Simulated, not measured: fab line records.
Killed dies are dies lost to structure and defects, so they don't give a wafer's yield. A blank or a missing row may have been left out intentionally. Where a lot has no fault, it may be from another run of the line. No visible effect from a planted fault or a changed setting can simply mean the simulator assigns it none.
The same fault as seen by 2 desks / flow sky130 / numbers are kept per desk, each desk with only its own; the story behind them comes last

TOOL OWNER'S DESK, lithoTrack-04
The tool's own readings at SKY_DNWELL_DEHYDRATE_00 (time 60 s): means of the sampled wafers that have a number, for each lot that ran on this tool. Any lot whose mean is over 4 standard deviations away from the usual mean is out of limits and marked OUT; that distance is given in the brackets.
Columns: A = heaterPowerTotalW at SKY_DNWELL_DEHYDRATE_00, usual 160.37 W; B = runLengthS at SKY_DNWELL_DEHYDRATE_00, usual 89.08 s
lot=L273; first seen here=day 4 00:29; A=160.37; B=89.07
lot=L274; first seen here=day 4 10:14; A=160.30; B=88.93
lot=L277; first seen here=day 4 13:50; A=160.47; B=89.01
lot=L278; first seen here=day 4 19:28; A=160.33; B=88.97
lot=L288; first seen here=day 7 08:32; A=175.06 (+99 or more) OUT; B=74.87 (-99 or more) OUT
lot=L289; first seen here=day 7 14:40; A=174.93 (+99 or more) OUT; B=74.92 (-99 or more) OUT
This desk's verdict: out of limits on L288, L289, starting with L288 at day 7 08:32 (heaterPowerTotalW at SKY_DNWELL_DEHYDRATE_00). Within limits: L273, L274, L277, L278.

METROLOGY DESK
What the gauges read, lot by lot, whatever tool the lot ran on: means of the sampled wafers that have a number. Any lot whose mean is over 4 standard deviations away from the usual mean is out of limits and marked OUT; that distance is given in the brackets.
Columns: A = VT_ADJUST_LVTN_OVL at SKY_VT_ADJUST_LVTN_OVL_MEAS_07, usual -1.1 nm; B = VT_ADJUST_HVTR_TW at SKY_VT_ADJUST_HVTR_TW_MEAS_11, usual 212.5
lot=L270; first seen here=day 6 16:35; A=-1.0; B=209.9
lot=L271; first seen here=day 7 04:41; A=-1.3; B=210.1
lot=L272; first seen here=day 8 06:24; A=-0.5; B=214.0
lot=L273; first seen here=day 8 06:35; A=-3.1; B=210.5
lot=L274; first seen here=day 8 21:27; A=-0.7; B=212.1
lot=L276; first seen here=day 9 00:53; A=0.1; B=213.4
lot=L277; first seen here=day 9 01:29; A=-1.6; B=212.6
lot=L278; first seen here=day 9 05:02; A=0.0; B=213.6
lot=L279; first seen here=day 9 06:50; A=-2.1; B=214.1
lot=L288; first seen here=day 12 12:38; A=-3.4; B=212.9
lot=L289; first seen here=day 12 19:48; A=-0.5; B=213.5
lot=L290; first seen here=day 12 21:32; A=-0.8; B=213.1
lot=L292; first seen here=day 12 23:57; A=-1.1; B=213.3
This desk's verdict: no lot among the 13 shows anything out of limits.

ALL TOGETHER
At day 7 08:32, on L288, L289, the tool owner's desk was in a position to raise an alarm.
From the metrology desk's view, nothing was out of limits.
The metrology desk holds a record of L288, L289, inside its limits.
Every lot named ran SKY_DNWELL_DEHYDRATE_00 on lithoTrack-04.

WHAT WAS PUT IN BY THE SIMULATOR
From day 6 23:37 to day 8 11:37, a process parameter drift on lithoTrack-04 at SKY_DNWELL_DEHYDRATE_00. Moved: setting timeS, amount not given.
Struck lots among those shown: L288, L289.
Delay in hours, fault start to first out-of-limits reading, by desk: the tool owner's desk at 9.
